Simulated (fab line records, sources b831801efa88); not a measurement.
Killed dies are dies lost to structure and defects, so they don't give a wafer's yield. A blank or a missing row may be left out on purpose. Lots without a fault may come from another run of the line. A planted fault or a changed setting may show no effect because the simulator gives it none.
Problem report in the 8D (eight disciplines) form, filled by code | flow sky130 | the parts of the form that need people (team, actions taken, sign-off) are left out

1. THE PROBLEM
cathode_dc_power_W at SKY_METAL1_SPUTTER_01 reads a mean of 8686.1 W on 2 wafers of 2 lots; wafers without a fault read 6500.1 W with a standard deviation of 1.2. That is +99 or more standard deviations from the usual mean.
The step: material TiN, target thk 20 nm, time 16.4 s.
First seen on wafer L394.4, day 36 01:38, on pvd_sputter-01. The record holds 18 wafers of 6 lots with a number at this step. Rule for "out", or "out of limits": more than 4 standard deviations from the usual mean. The other wafers with a number count as sound.

2. WHAT IT IS AND WHAT IT IS NOT
question                    | is                 | is not
which readings at this step | cathode_dc_power_W | throttle_valve_pct
which lots                  | L394, L395         | L385, L400, L402, L403
which wafers of those lots  | L394.4, L395.5     | L394.1, L394.2, L395.3, L395.6
read on which tools         | pvd_sputter-01     | pvd_sputter-02, pvd_sputter-04
when                        | from day 36 01:38  | up to then (5 sound wafers); but 11 sound wafers of L395, L400, L402, L403 came after

3. SUSPECTS, AND WHAT RULES EACH OUT
Counting: a tool at a process step up to the reading stays a suspect if it ran every lot that is out. Sound lots after the first of them don't rule it out here, since some wafers of a struck lot are sound.
- rie_diel-01 at SKY_CONTACT_ETCH_18 (etches Si3N4 in CHF3/O2, stops on TiN, time 39 s, target depth 75 nm): kept. It ran every lot that is out, first L394 (day 36 00:22). SKY_CONTACT_ETCH_18 gives no start for some lots, so the hours and the order of its lots are those of SKY_CONTACT_STRIP_19.
- plasma_asher-04 at SKY_CONTACT_STRIP_19 (strips in O2/N2): kept. It ran every lot that is out, first L394 (day 36 00:22).
- cvd_w-02 at SKY_CONTACT_CVD_24 (deposits W, target thk 340 nm, time 102.12 s): kept. It ran every lot that is out, first L394 (day 36 01:01); its last sound lot up to then is L385 (day 33 11:01).
- pvd_sputter-01 at SKY_METAL1_SPUTTER_00 (material Ti, target thk 15 nm, time 10 s): kept. It ran every lot that is out, first L394 (day 36 01:37).
- pvd_sputter-01 at SKY_METAL1_SPUTTER_01 (material TiN, target thk 20 nm, time 16.4 s): kept. It ran every lot that is out, first L394 (day 36 01:38). Its own readings are out on those wafers: cathode_dc_power_W.
Left after counting: rie_diel-01 at SKY_CONTACT_ETCH_18, plasma_asher-04 at SKY_CONTACT_STRIP_19, cvd_w-02 at SKY_CONTACT_CVD_24, pvd_sputter-01 at SKY_METAL1_SPUTTER_00, pvd_sputter-01 at SKY_METAL1_SPUTTER_01.

4. THE CAUSE (what the simulator had put in)
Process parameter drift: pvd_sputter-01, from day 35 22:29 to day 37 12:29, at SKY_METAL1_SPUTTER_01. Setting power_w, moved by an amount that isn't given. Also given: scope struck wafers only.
Counting left 5 suspects, and this tool is among them.

5. THE CHAIN OF EFFECTS, in route order
Each row: a reading whose mean over the struck wafers that have a number lies more than 3 standard deviations from the usual. Only readings for which the record gives a usual standard deviation are gone through. hours: the time from each lot's start at the first step in this table that gives one to its start at this step, as a median over the lots. sigmas: the change in usual standard deviations.
hours | step                  | reading            | usual    | on struck wafers | change  | sigmas
0     | SKY_METAL1_SPUTTER_01 | cathode_dc_power_W | 6500.1 W | 8686.1           | +2186.0 | +99 or more
The process steps in it:
- SKY_METAL1_SPUTTER_01: material TiN, target thk 20 nm, time 16.4 s.

6. WHAT WOULD HAVE CAUGHT IT SOONER
In this record the first reading out of limits was taken at day 36 01:38, 3 hours after the fault began at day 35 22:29.
